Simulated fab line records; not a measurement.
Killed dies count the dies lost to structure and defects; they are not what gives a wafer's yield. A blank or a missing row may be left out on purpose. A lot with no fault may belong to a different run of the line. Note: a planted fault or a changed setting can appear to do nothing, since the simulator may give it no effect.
Which tool was responsible? | flow gf180mcu | 12 lots (36 wafers sampled), 1 step of a 602-step route

== WHAT THE GAUGES READ, wafer by wafer ==
GF_STI_THK_MEAS_02.
lot  | measured    | on            | STI_OXIDATION_THK (nm)
L075 | day 1 17:05 | film_metro-04 | 10.19 10.45 10.29
L077 | day 2 02:31 | film_metro-03 | 10.18 10.31 10.16
L079 | day 2 12:58 | film_metro-03 | 10.01 10.18 10.13
L081 | day 2 22:31 | film_metro-01 | 10.11 10.08 9.98
L083 | day 3 08:31 | film_metro-04 | 10.03 10.01 10.05
L085 | day 3 22:56 | film_metro-03 | 9.84 9.98 10.06
L087 | day 4 09:35 | film_metro-04 | 10.09 10.12 10.06
L089 | day 4 16:17 | film_metro-04 | 9.81 9.85 9.78
L091 | day 5 04:20 | film_metro-01 | 9.89 9.89 9.93
L093 | day 5 15:00 | film_metro-01 | 10.13 9.91 10.00
L095 | day 5 20:44 | film_metro-04 | 10.01 10.03 10.10
L097 | day 6 06:31 | film_metro-01 | 9.85 9.86 10.03

== WHICH TOOL RAN EACH LOT (tool, then ch and the chambers of the sampled wafers, then the start) ==
The record holds no process step before these readings.

== THE ANSWER, worked out from the rows above alone ==
Rule: usual is defined by the lots themselves. Put in order of their means at a reading, lots are off if they are a third of the lots or fewer, leave a main group of 4 or more, and stand apart from it by a gap of 3 or more times the standard deviation of the main group's means; of several such gaps the widest counts. A main group is skipped when, at the precision printed for the reading in the tables above, its means are all equal. Also off: a lot with no number at a reading for which 4 or more lots have one. All remaining lots with rows at the step are treated as sound.
No lot is off on any of the readings shown, so nothing can be concluded from this.

== WHAT THE SIMULATOR HAD PUT IN ==
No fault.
